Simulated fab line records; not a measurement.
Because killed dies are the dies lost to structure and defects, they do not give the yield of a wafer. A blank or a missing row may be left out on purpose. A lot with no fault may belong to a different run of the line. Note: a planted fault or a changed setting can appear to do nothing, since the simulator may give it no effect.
Chamber matching || flow gf180mcu || GF_V2_ETCH_16 on rie diel-03: 4 sister chambers
The step etches BARC in N2/H2. 8 wafers are shown with their chamber, then 10 later ones without.

WAFERS PAIRED WITH THEIR CHAMBERS
{"wafer": "L082.6", "chamber": 2, "drypump motor current A (A)": 5.3, "oes product au (a.u.)": 0.852}
{"wafer": "L083.2", "chamber": 1, "drypump motor current A (A)": 6.8, "oes product au (a.u.)": 0.857}
{"wafer": "L083.6", "chamber": 3, "drypump motor current A (A)": 5.1, "oes product au (a.u.)": 0.843}
{"wafer": "L086.2", "chamber": 2, "drypump motor current A (A)": 5.4, "oes product au (a.u.)": 0.853}
{"wafer": "L086.3", "chamber": 0, "drypump motor current A (A)": 4.8, "oes product au (a.u.)": 0.856}
{"wafer": "L086.4", "chamber": 1, "drypump motor current A (A)": 6.8, "oes product au (a.u.)": 0.854}
{"wafer": "L092.1", "chamber": 0, "drypump motor current A (A)": 4.8, "oes product au (a.u.)": 0.861}
{"wafer": "L092.2", "chamber": 3, "drypump motor current A (A)": 5.1, "oes product au (a.u.)": 0.855}

WAFERS MISSING THEIR CHAMBER
{"wafer": "L092.6", "drypump motor current A (A)": 5.1, "oes product au (a.u.)": 0.861}
{"wafer": "L095.2", "drypump motor current A (A)": 5.3, "oes product au (a.u.)": 0.858}
{"wafer": "L095.4", "drypump motor current A (A)": 6.8, "oes product au (a.u.)": 0.855}
{"wafer": "L095.5", "drypump motor current A (A)": 4.8, "oes product au (a.u.)": 0.854}
{"wafer": "L094.2", "drypump motor current A (A)": 5.2, "oes product au (a.u.)": 0.862}
{"wafer": "L094.5", "drypump motor current A (A)": 6.8, "oes product au (a.u.)": 0.854}
{"wafer": "L094.6", "drypump motor current A (A)": 5.4, "oes product au (a.u.)": 0.854}
{"wafer": "L097.1", "drypump motor current A (A)": 5.3, "oes product au (a.u.)": 0.859}
{"wafer": "L097.2", "drypump motor current A (A)": 6.7, "oes product au (a.u.)": 0.847}
{"wafer": "L097.4", "drypump motor current A (A)": 4.7, "oes product au (a.u.)": 0.855}

WHICH CHAMBER EACH ONE RAN IN
{"wafer": "L092.6", "from the rows above": 3, "in truth": 3}
{"wafer": "L095.2", "from the rows above": 2, "in truth": 2}
{"wafer": "L095.4", "from the rows above": 1, "in truth": 1}
{"wafer": "L095.5", "from the rows above": 0, "in truth": 0}
{"wafer": "L094.2", "from the rows above": "can't be placed: 3 or 2", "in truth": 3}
{"wafer": "L094.5", "from the rows above": 1, "in truth": 1}
{"wafer": "L094.6", "from the rows above": 2, "in truth": 2}
{"wafer": "L097.1", "from the rows above": 2, "in truth": 2}
{"wafer": "L097.2", "from the rows above": 1, "in truth": 1}
{"wafer": "L097.4", "from the rows above": 0, "in truth": 0}
Placed correctly: 9 of 10. From these rows, 1 cannot be placed; in 1 the true chamber is one of the candidates. Wrongly placed: 0.
How it was worked out, from the rows above alone: a wafer's distance from a chamber is the root of the sum, over the readings, of the square of ((its reading less the chamber's mean) divided by the reading's scatter). If the next closest chamber is less than 2 further off than the closest, the wafer can't be placed; otherwise it belongs to the closest. A chamber's mean is the mean of its shown wafers. The scatter: take each reading less its chamber's mean, square it, sum over the shown wafers, divide by the number of wafers less the number of chambers, and take the root.
